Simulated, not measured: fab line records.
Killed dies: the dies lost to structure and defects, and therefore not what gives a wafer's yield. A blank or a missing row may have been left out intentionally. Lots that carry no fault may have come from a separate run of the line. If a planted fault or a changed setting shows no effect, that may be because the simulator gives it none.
Which tool was responsible?	flow sky130	Sampling: 11 lots, 33 wafers, 7 of 708 route steps

== WHAT THE GAUGES SHOWED, per wafer ==
SKY_LI_CONTACT_OVL_MEAS_13.
lot	measured	on	LI_CONTACT_OVL (nm)
L268	day 30 12:09	overlay-01	-2 2 0
L269	day 30 18:13	overlay-01	-13 -1 -10
L270	day 31 08:22	overlay-01	4 -4 -2
L279	day 34 05:15	overlay-02	5 6 5
L280	day 34 09:20	overlay-01	-2 -6 -5
L281	day 34 12:10	overlay-02	9 2 10
L282	day 34 16:03	overlay-01	-3 -3 -4
L283	day 34 16:42	overlay-01	-9 -5 -6
L285	day 35 13:48	overlay-01	6 3 2
L288	day 36 01:41	overlay-01	4 -8 -6
L289	day 36 20:43	overlay-02	-4 -1 -1

SKY_LI_CONTACT_RS_MEAS_22: uses a four-point probe to measure.
lot	measured	on	LI_CONTACT_W_RS (ohm/sq)
L268	day 30 12:52	film_metro-02	0.289 0.287 0.286
L269	day 30 18:59	film_metro-01	0.273 0.471 0.283
L270	day 31 09:05	film_metro-02	0.468 0.284 0.273
L279	day 34 05:58	film_metro-04	0.289 0.277 0.287
L280	day 34 10:04	film_metro-04	0.286 0.288 0.276
L281	day 34 12:53	film_metro-04	0.286 0.288 0.278
L282	day 34 16:46	film_metro-01	0.289 0.284 0.283
L283	day 34 17:25	film_metro-02	0.274 0.274 0.287
L285	day 35 14:31	film_metro-01	0.292 0.281 0.280
L288	day 36 02:34	film_metro-01	0.286 0.289 0.288
L289	day 36 21:34	film_metro-02	0.287 0.288 0.291

SKY_LI_CONTACT_THK_MEAS_23: measures by xrf.
lot	measured	on	LI_CONTACT_W_THK (nm)
L268	day 30 12:59	film_metro-02	399 400 404
L269	day 30 19:04	film_metro-01	427 247 411
L270	day 31 09:12	film_metro-02	249 410 428
L279	day 34 06:05	film_metro-04	405 421 409
L280	day 34 10:11	film_metro-04	410 406 425
L281	day 34 13:00	film_metro-04	406 408 423
L282	day 34 16:53	film_metro-01	407 408 412
L283	day 34 17:32	film_metro-02	413 413 396
L285	day 35 14:38	film_metro-01	394 410 415
L288	day 36 02:40	film_metro-01	407 402 402
L289	day 36 21:41	film_metro-02	395 395 390

SKY_LOCAL_INTERCONNECT_CD_MEAS_11: target cd 170 nm.
lot	measured	on	cd_nm (nm)
L268	day 31 16:08	cd_sem-01	171.4 172.2 170.2
L269	day 31 22:53	cd_sem-01	167.8 167.1 168.7
L270	day 32 12:54	cd_sem-02	171.4 170.3 170.0
L279	day 35 09:25	cd_sem-01	171.6 170.3 172.1
L280	day 35 13:08	cd_sem-02	171.0 170.6 171.4
L281	day 35 16:08	cd_sem-02	167.5 168.3 166.8
L282	day 35 20:23	cd_sem-01	166.8 166.9 166.7
L283	day 35 20:28	cd_sem-02	168.3 168.3 168.5
L285	day 36 18:16	cd_sem-01	169.8 171.0 170.4
L288	day 37 05:32	cd_sem-02	168.0 169.0 169.1
L289	day 37 23:38	cd_sem-01	170.8 171.1 170.2

== TOOL THAT RAN EACH LOT (tool first, then ch and the chambers of the sampled wafers, then the start) ==
lot	SKY_LI_CONTACT_ETCH_15	SKY_LI_CONTACT_CVD_21	SKY_LI_CONTACT_CMP_24
L268	rie_diel-01 ch 1,3, day 30 12:14	cvd_w-01 ch 0, day 30 12:45	cmp-01 ch 1,2, day 30 13:06
L269	rie_diel-04 ch 0,1,2, day 30 18:17	cvd_w-01 ch 0,1, day 30 18:50	cmp-02 ch 1,2, day 30 19:09
L270	rie_diel-04 ch 0,1,3, day 31 08:26	cvd_w-01 ch 0,1, day 31 08:57	cmp-01 ch 0,1,2, day 31 09:18
L279	rie_diel-01 ch 1,2,3, day 34 05:20	cvd_w-01 ch 0,1, day 34 05:51	cmp-01 ch 0,2,3, day 34 06:09
L280	rie_diel-01 ch 1,2,3, day 34 09:25	cvd_w-01 ch 0,1, day 34 09:56	cmp-01 ch 0,2,3, day 34 10:14
L281	rie_diel-04 ch 1,2,3, day 34 12:14	cvd_w-01 ch 0,1, day 34 12:45	cmp-02 ch 0,1,3, day 34 13:06
L282	rie_diel-01 ch 1,2, day 34 16:08	cvd_w-02 ch 0,1, day 34 16:39	cmp-02 ch 1,2,3, day 34 17:03
L283	rie_diel-03 ch 2,3, day 34 16:47	cvd_w-01 ch 0,1, day 34 17:18	cmp-01 ch 0,1,2, day 34 17:45
L285	rie_diel-01 ch 0,3, day 35 13:53	cvd_w-01 ch 0,1, day 35 14:24	cmp-02 ch 1,3, day 35 14:42
L288	rie_diel-04 ch 1,2,3, day 36 01:46	cvd_w-02 ch 1, day 36 02:20	cmp-02 ch 0,1, day 36 02:43
L289	rie_diel-01 ch 0,1,2, day 36 20:47	cvd_w-01 ch 0, day 36 21:19	cmp-02 ch 0,3, day 36 21:44
- SKY_LI_CONTACT_ETCH_15: etches PSG in C4F8/O2/Ar, stops on Si, target depth 600 nm.
- SKY_LI_CONTACT_CVD_21: deposits W, target thk 400 nm, time 120.56 s.
- SKY_LI_CONTACT_CMP_24: polishes, stops on PSG, t overpolish 20 s, target thk 0 nm.

== AS READ BY THE TOOLS THEMSELVES (means over the sampled wafers that have a number; for cases with no such wafer, the mark the record gives instead) ==
SKY_LI_CONTACT_ETCH_15.
lot	tool	oes_product_au (a.u.)
L268	rie_diel-01	0.837
L269	rie_diel-04	0.836
L270	rie_diel-04	0.840
L279	rie_diel-01	0.842
L280	rie_diel-01	0.834
L281	rie_diel-04	0.835
L282	rie_diel-01	0.836
L283	rie_diel-03	0.832
L285	rie_diel-01	0.834
L288	rie_diel-04	0.838
L289	rie_diel-01	0.836

SKY_LI_CONTACT_CVD_21.
lot	tool	heater_power_w (W)
L268	cvd_w-01	805
L269	cvd_w-01	861
L270	cvd_w-01	868
L279	cvd_w-01	831
L280	cvd_w-01	829
L281	cvd_w-01	828
L282	cvd_w-02	774
L283	cvd_w-01	857
L285	cvd_w-01	863
L288	cvd_w-02	749
L289	cvd_w-01	812

SKY_LI_CONTACT_CMP_24.
lot	tool	motor_current_A (A)	time_to_endpoint_s (s)
L268	cmp-01	10.5	91
L269	cmp-02	11.5	86
L270	cmp-01	10.4	80
L279	cmp-01	10.3	98
L280	cmp-01	10.4	98
L281	cmp-02	11.2	96
L282	cmp-02	11.3	92
L283	cmp-01	10.7	101
L285	cmp-02	10.6	95
L288	cmp-02	11.1	101
L289	cmp-02	11.3	97

== THE ANSWER, worked out from the rows above alone ==
Rule: the lots themselves supply what counts as usual. The widest of any qualifying gaps counts: lots, ordered by their means at a reading, are off when they make up no more than a third of the lots, leave a main group of 4 or more, and stand apart from it by 3 or more times the standard deviation of that group's means. A main group is skipped when, at the precision printed for the reading in the tables above, its means are all equal. A lot without any number at a reading at which 4 lots or more have one is off too. Any other lot the step has rows for is counted as sound. After the gauges, taken in route order, come the tools' own readings; for these a lot's mean is taken, as printed above. At the first step where some lot is off, the reading lying furthest off is the one used; lots without a number count as furthest.
Off: L269, L270, at SKY_LI_CONTACT_RS_MEAS_22 (LI_CONTACT_W_RS). The main group: mean 0.285 ohm/sq, standard deviation 0.0029.
If a tool, at a process step before that reading, ran all the lots that are off and no sound lot after the first of them, it fits. Gauges at SKY_LI_CONTACT_RS_MEAS_22: tried the same way as those tools. Of those tried, none fits.

== WHAT HAD BEEN PUT IN BY THE SIMULATOR ==
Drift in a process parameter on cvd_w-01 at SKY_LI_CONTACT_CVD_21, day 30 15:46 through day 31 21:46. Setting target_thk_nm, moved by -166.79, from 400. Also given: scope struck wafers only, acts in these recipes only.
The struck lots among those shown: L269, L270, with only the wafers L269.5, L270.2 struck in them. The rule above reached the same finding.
